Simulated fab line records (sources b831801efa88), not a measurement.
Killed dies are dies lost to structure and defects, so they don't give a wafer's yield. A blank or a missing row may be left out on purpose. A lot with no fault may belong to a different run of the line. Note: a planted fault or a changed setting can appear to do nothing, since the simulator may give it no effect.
A struck lot beside a sound one || flow sky130 || 36 out of 708 route steps
Sound: the wafers L787.3, L787.4, L787.6. Struck: wafer L791.3 (left out: L791.1, L791.5 of the same lot, which were not struck); the cause appears at the end.
Each step with rows lists, per side, the tool, then ch with its chambers, then its first start. Under that, the readings that differ: sound wafers || struck wafers || difference of the means || sigmas: that difference in standard deviations of wafers without a fault.
alike: words and numbers the same on both sides, and readings whose means are apart by under 2 such deviations; not compared: readings that were withheld, readings missing a value for some wafer, numbers with overlapping values and no deviation given by the record, and bounds like >300 which may hide the same value.
A row with sigmas, a row that says differs or no value, or rows on one side alone: a step with any of these is where the two part. Numbers that don't overlap but have no deviation are shown without sigmas and don't part them. A reading that every wafer of one side lacks parts them only if that side has two wafers or more.

first, 9 steps without rows for these wafers: SKY_LDD_LDN_PEB_05; SKY_LDD_LDN_DEVELOP_06 (develop time 60 s); SKY_LDD_LDN_IMPLANT_08; SKY_LDD_LDN_IMPLANT_09; SKY_LDD_LDN_IMPLANT_10; SKY_LDD_LDN_IMPLANT_11; SKY_LDD_LDN_STRIP_12 (strips in O2/N2); SKY_LDD_LDN_CLEAN_14 (cleans in SC1/SC2, time 150 s); SKY_SPACER_CVD_00 (deposits Si3N4 from DCS/NH3, target thk 43.1 nm, time 740 s).
SKY_SPACER_ETCHBACK_02: etches Si3N4 in CH3F/O2, stops on SiO2, time 46.7 s, target depth 45 nm.
  sound on rie_diel-03 ch 0,2,3, day 26 02:59; struck on rie_diel-03 ch 0, day 27 20:46
{"reading": "oes_product_au (a.u.)", "sound": "0.858 0.851 0.853", "struck": 0.869, "difference": "+0.015", "sigmas": "+2"}
{"reading": "model.SiO2_of_SONOS_ONO_CVD_04.thk_nm (nm)", "sound": "4.203 4.158 4.213", "struck": 2.124, "difference": -2.067, "sigmas": ""}
  alike: bias_w, drypump_motor_current_A, throttle_valve_pct
  not compared: rf_hours_counter_h
then, 9 steps without rows for these wafers: SKY_POLY_CUT_DEHYDRATE_00 (time 60 s); SKY_POLY_CUT_HMDS_01 (prime time 60 s); SKY_POLY_CUT_COAT_02 (resist thk 60 nm); SKY_POLY_CUT_COAT_03 (resist thk 450 nm); SKY_POLY_CUT_SOFTBAKE_04 (time 90 s); SKY_POLY_CUT_EXPOSE_05 (exposes mask NPCM, target cd 270 nm); SKY_POLY_CUT_PEB_06; SKY_POLY_CUT_DEVELOP_07 (develop time 60 s); SKY_POLY_CUT_ETCH_10 (etches BARC in N2/H2, stops on SiO2, time 45.9 s, target depth 60 nm).
SKY_POLY_CUT_ETCH_11: etches Si3N4 in CF4/CH2F2/Ar, stops on poly-Si, time 41.59 s, target depth 60 nm.
  sound on rie_diel-03 ch 0,1, day 27 07:48; struck on rie_diel-01 ch 0, day 29 01:12
{"reading": "drypump_motor_current_A (A)", "sound": "4.6 5.5 4.6", "struck": 5.8, "difference": "+0.9", "sigmas": "+2"}
{"reading": "oes_product_au (a.u.)", "sound": "0.846 0.840 0.849", "struck": 0.814, "difference": -0.031, "sigmas": -6}
{"reading": "model.POLY_CUT.feature_depth_nm (nm)", "sound": "62.7 63 63.11", "struck": 57.82, "difference": -5.12, "sigmas": ""}
{"reading": "model.etch.depth_nm (nm)", "sound": "62.7 63 63.11", "struck": 57.82, "difference": -5.12, "sigmas": ""}
  alike: bias_w, throttle_valve_pct
  not compared: rf_hours_counter_h
then, 14 steps without rows for these wafers: SKY_POLY_CUT_STRIP_12 (strips in O2/N2); SKY_SD_P_DEHYDRATE_00 (time 60 s); SKY_SD_P_HMDS_01 (prime time 60 s); SKY_SD_P_COAT_02 (resist thk 1140 nm); SKY_SD_P_SOFTBAKE_03 (time 60 s); SKY_SD_P_EXPOSE_04 (exposes mask PSDM, target cd 380 nm); SKY_SD_P_PEB_05; SKY_SD_P_DEVELOP_06 (develop time 60 s); SKY_SD_P_IMPLANT_09; SKY_SD_P_STRIP_10 (strips in O2/N2); SKY_RES_XHIGH_DEHYDRATE_00 (time 60 s); SKY_RES_XHIGH_HMDS_01 (prime time 60 s); SKY_RES_XHIGH_COAT_02 (resist thk 1140 nm); SKY_RES_XHIGH_SOFTBAKE_03 (time 60 s).
-- here the record skips 6 days between the struck wafers' starts before and after, leaving off in module RES_XHIGH and picking up in module LOCAL_INTERCONNECT (first step shown: number 400 of the route) --
SKY_LOCAL_INTERCONNECT_ETCH_13: etches BARC in N2/H2, stops on SiO2, time 47.1 s, target depth 60 nm.
  sound on rie_metal-01 ch 0,1, day 33 08:14; struck on rie_metal-01 ch 0, day 34 22:24
{"reading": "model.SiO2_of_SONOS_ONO_CVD_04.thk_nm (nm)", "sound": "4.152 4.106 4.162", "struck": 2.071, "difference": -2.069, "sigmas": ""}
  alike: drypump_motor_current_A, he_backside_leak_sccm, oes_product_au, throttle_valve_pct
  not compared: rf_hours_counter_h
-- here the record skips 14 days between the struck wafers' starts before and after, leaving off in module LOCAL_INTERCONNECT and picking up in module PAD_OPEN (first step shown: number 708 of the route) --
SKY_PAD_OPEN_PROBE_99:
  sound on prober-02 at day 48 05:32; struck on prober-02 at day 49 08:25
{"reading": "model.etest.pfet_01v8.r_on_ohm_um", "sound": "3019 3026 3058", "struck": 2601, "difference": -433, "sigmas": ""}
{"reading": "model.etest.res_pdiff.line_ohm_um", "sound": "1390 1373 1383", "struck": 1226, "difference": -156, "sigmas": ""}
{"reading": "model.etest.res_ndiff.line_ohm_um", "sound": "771.5 765.2 776.1", "struck": 704.9, "difference": -66.0, "sigmas": ""}
{"reading": "model.etest.sonos_uncharged.r_on_ohm_um", "sound": "810.4 819.1 832.8", "struck": 766.4, "difference": -54.4, "sigmas": ""}
{"reading": "model.etest.pfet_01v8.drive_ua_um", "sound": "182.7 183.9 179.3", "struck": 224.2, "difference": "+42.2", "sigmas": ""}
{"reading": "model.etest.res_pdiff.rs_ohm_sq", "sound": "200.1 198.6 198.9", "struck": 178.8, "difference": -20.4, "sigmas": ""}
{"reading": "model.etest.pfet_01v8_hvt.drive_ua_um", "sound": "136.6 136.3 134.1", "struck": 166.2, "difference": "+30.5", "sigmas": ""}
{"reading": "model.etest.sram_pfet_latch.drive_ua_um", "sound": "133.8 132.8 131.2", "struck": 163.1, "difference": "+30.5", "sigmas": ""}
  alike: killed_at_M0_to_M3, killed_at_M4_up, killed_at_contacts, killed_at_front_end, killed_at_other, killed_dies, killed_open, killed_short

WHERE THEY PART
At SKY_SPACER_ETCHBACK_02 first; at SKY_POLY_CUT_ETCH_11 last (within this record only). Later steps at which nothing parts them and some readings are alike: SKY_LOCAL_INTERCONNECT_ETCH_13, SKY_PAD_OPEN_PROBE_99.

WHY: whatever the simulator had introduced
rie_diel-03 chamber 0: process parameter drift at SKY_SPACER_ETCHBACK_02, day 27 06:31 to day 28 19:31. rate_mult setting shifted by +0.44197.
